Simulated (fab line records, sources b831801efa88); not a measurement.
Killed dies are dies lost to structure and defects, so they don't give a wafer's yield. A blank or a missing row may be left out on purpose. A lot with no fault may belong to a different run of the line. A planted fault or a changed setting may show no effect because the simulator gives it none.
The tool behind it: which one? -- flow gf180mcu -- Sampling: 12 lots, 36 wafers, 4 of 602 route steps

## WHAT THE GAUGES READ, wafer by wafer
GF_VT_IMPLANT_RS_MEAS_47: measurement is done with a four-point probe.
lot,measured,on,NWELL_RS (ohm/sq)
L555,day 7 21:50,film-metro-02,487.9 487.9 489.0
L556,day 8 08:47,film-metro-02,489.4 488.2 488.3
L558,day 8 12:00,film-metro-02,492.8 492.9 491.8
L560,day 9 02:05,film-metro-02,486.6 486.9 487.9
L562,day 9 10:59,film-metro-02,486.8 486.7 487.0
L561,day 9 12:37,film-metro-02,488.3 489.5 490.6
L564,day 9 23:32,film-metro-04,489.2 487.9 488.8
L572,day 12 08:49,film-metro-01,481.4 479.9 479.4
L573,day 12 13:30,film-metro-02,479.9 479.1 479.6
L576,day 13 07:50,film-metro-04,487.5 487.5 488.1
L577,day 13 14:14,film-metro-01,488.9 487.9 488.2
L578,day 13 19:30,film-metro-02,490.0 488.4 488.2

GF_POLY_GATE_OVL_MEAS_11.
lot,measured,on,POLY_GATE_OVL (nm)
L555,day 9 13:58,overlay-01,-7 -6 -3
L556,day 10 00:46,overlay-02,6 -8 -3
L558,day 10 04:18,overlay-02,-10 -10 -11
L560,day 10 19:20,overlay-02,11 4 0
L562,day 11 08:06,overlay-01,4 1 -2
L561,day 11 08:06,overlay-02,-1 -5 2
L564,day 11 20:31,overlay-01,-2 -7 -4
L572,day 14 10:46,overlay-01,2 1 -1
L573,day 14 11:29,overlay-01,-7 -10 -7
L576,day 15 08:03,overlay-01,-8 -5 -4
L577,day 15 15:05,overlay-01,-7 0 -4
L578,day 15 23:23,overlay-02,-2 -3 -5

## EACH LOT AND THE TOOL THAT RAN IT (in order: tool; ch and the chambers of the sampled wafers; start)
lot,GF_NWELL_IMPLANT_09,GF_MVPSD_STRIP_10
L555,"implanter-02 ch 0, day 3 16:58","plasma-asher-04 ch 0,1, day 5 10:00"
L556,"implanter-02 ch 0, day 4 01:40","plasma-asher-01 ch 0,1, day 5 19:34"
L558,"implanter-02 ch 0, day 4 04:13","plasma-asher-01 ch 0,1, day 5 22:43"
L560,"implanter-02 ch 0, day 4 10:19","plasma-asher-04 ch 1, day 6 09:40"
L562,"implanter-02 ch 0, day 4 22:31","plasma-asher-04 ch 0,1, day 6 18:09"
L561,"implanter-02 ch 0, day 5 00:07","plasma-asher-04 ch 0,1, day 6 20:27"
L564,"implanter-02 ch 0, day 5 09:04","plasma-asher-01 ch 0,1, day 7 05:27"
L572,"implanter-02 ch 0, day 7 06:43","plasma-asher-03 ch 0,1, day 9 08:30"
L573,"implanter-02 ch 0, day 7 09:46","plasma-asher-01 ch 0,1, day 9 12:12"
L576,"implanter-04 ch 0, day 8 02:15","plasma-asher-04 ch 1, day 10 05:37"
L577,"implanter-04 ch 0, day 8 07:43","plasma-asher-03 ch 0,1, day 10 12:06"
L578,"implanter-04 ch 0, day 8 12:31","plasma-asher-01 ch 0,1, day 10 16:52"
- GF_NWELL_IMPLANT_09
- GF_MVPSD_STRIP_10: strips in O2/N2.

## WHAT THE TOOLS THEMSELVES READ (means of the sampled wafers that have a number; where no wafer has one, the mark that the record gives instead)
GF_NWELL_IMPLANT_09.
lot,tool,beam-on-s (s),dose-ions-cm2,end-station-pressure-torr (Torr),faraday-current-uA
L555,implanter-02,9.98,3.998e+12,5.10e-06,22.6
L556,implanter-02,10.25,4.003e+12,4.83e-06,22.0
L558,implanter-02,10.06,4.001e+12,4.92e-06,22.4
L560,implanter-02,10.10,4.000e+12,5.28e-06,22.4
L562,implanter-02,10.18,4.006e+12,4.93e-06,22.2
L561,implanter-02,10.07,4.004e+12,5.31e-06,22.4
L564,implanter-02,9.79,4.007e+12,5.10e-06,23.0
L572,implanter-02,10.02,4.477e+12,5.26e-06,25.2
L573,implanter-02,10.09,4.470e+12,5.01e-06,24.9
L576,implanter-04,10.04,4.004e+12,4.86e-06,22.5
L577,implanter-04,9.97,4.007e+12,5.06e-06,22.6
L578,implanter-04,9.87,3.999e+12,4.79e-06,22.9

GF_MVPSD_STRIP_10.
lot,tool,drypump-motor-current-A (A),heater-power-w (W),o2-flow-sccm (sccm),oes-product-au (a.u.),strip-time-to-endpoint-s (s)
L555,plasma-asher-04,5.6,336,2999,0.715,36.97
L556,plasma-asher-01,5.6,356,2994,0.721,37.13
L558,plasma-asher-01,5.7,354,3000,0.723,36.99
L560,plasma-asher-04,6.1,370,2998,0.722,37.10
L562,plasma-asher-04,5.9,358,2995,0.719,36.95
L561,plasma-asher-04,5.9,353,3008,0.726,36.95
L564,plasma-asher-01,5.7,355,3002,0.724,37.06
L572,plasma-asher-03,6.2,298,2994,0.725,37.02
L573,plasma-asher-01,5.6,351,2993,0.722,36.94
L576,plasma-asher-04,6.0,372,3005,0.724,37.02
L577,plasma-asher-03,5.9,298,2999,0.721,36.98
L578,plasma-asher-01,5.7,370,2992,0.716,36.88

## THE ANSWER, worked out from the rows above alone
Rule: the usual values come from the lots themselves. Put in order of their means at a reading, lots are off if they are a third of the lots or fewer, leave a main group of 4 or more, and stand apart from it by a gap of 3 or more times the standard deviation of the main group's means; of several such gaps the widest counts. A main group is skipped when, at the precision printed for the reading in the tables above, its means are all equal. Also off: a lot with no number at a reading for which 4 or more lots have one. All remaining lots with rows at the step are treated as sound. The gauges are gone through in route order, then the tools' own readings, and for those a lot's mean is taken as printed above. At the first step where some lot is off, the reading lying furthest off is the one used; lots without a number count as furthest.
Off: L572, L573, at GF_VT_IMPLANT_RS_MEAS_47 (NWELL_RS). Main group: mean 488.6 ohm/sq, sd 1.5.
A tool fits if, at a process step before that reading, it ran every lot that is off, and no sound lot after the first of them. The gauges at GF_VT_IMPLANT_RS_MEAS_47 aren't tried: what is off there is off at GF_NWELL_IMPLANT_09 too, on other tools, and a gauge's error can't cause that. One fits: GF_NWELL_IMPLANT_09 on implanter-02. Its last sound lot is L564 (day 5 09:04), its first lot that is off L572 (day 7 06:43): a fault that began between those two fits.
The tool's own readings at GF_NWELL_IMPLANT_09 bear it out: on the lots that are off they differ by more than 5 times the standard deviation of the sound lots' means. dose-ions-cm2 reads 4.474e+12 there against 4.003e+12 on the sound lots; faraday-current-uA reads 25.0 there against 22.5 on the sound lots.

## WHAT WAS PUT IN BY THE SIMULATOR
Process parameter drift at GF_NWELL_IMPLANT_09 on implanter-02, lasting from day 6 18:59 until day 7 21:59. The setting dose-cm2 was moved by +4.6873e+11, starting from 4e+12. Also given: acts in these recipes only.
Struck lots among those shown: L572, L573. The rule above found the same.
